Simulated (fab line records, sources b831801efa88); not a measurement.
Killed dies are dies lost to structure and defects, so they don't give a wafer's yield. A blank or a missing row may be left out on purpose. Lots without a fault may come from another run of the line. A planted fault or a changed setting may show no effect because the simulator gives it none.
Chamber matching | flow sky130 | SKY_VIA2_CMP_02 on cmp-02: 4 sister chambers
The step polishes SiO2. 4 wafers are shown with their chamber, then 7 later ones without.

WAFERS WITH THEIR CHAMBER
wafer  | chamber | motor_current_A (A)
L298.2 | 3       | 14.3
L298.6 | 1       | 11.7
L301.1 | 0       | 12.9
L301.3 | 2       | 12.7

WAFERS WITHOUT THEIR CHAMBER
wafer  | motor_current_A (A)
L301.4 | 11.4
L302.1 | 14.8
L302.4 | 12.3
L302.6 | 11.6
L303.3 | 13.9
L303.5 | 11.7
L303.6 | 13.2

WHICH CHAMBER EACH WENT THROUGH
wafer  | from the rows above          | in truth
L301.4 | 1                            | 1
L302.1 | 3                            | 3
L302.4 | can't be placed: 2 or 0 or 1 | 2
L302.6 | 1                            | 1
L303.3 | can't be placed: 3 or 0      | 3
L303.5 | 1                            | 1
L303.6 | can't be placed: 0 or 2      | 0
Placed correctly: 4 of 7. Can't be placed from these rows: 3 (the true chamber is among the candidates in 3). Placed wrongly: 0.
How it was worked out, from the rows above alone: a wafer's distance from a chamber is the root of the sum, over the readings, of the square of ((its reading less the chamber's mean) divided by the reading's scatter). The wafer belongs to the nearest chamber; if the next one is less than 2 further off, it can't be placed. A chamber's mean is the mean of its shown wafers. The scatter: with one shown wafer a chamber, the root of the mean of the squares of how far each hidden wafer lies from its nearest shown one.
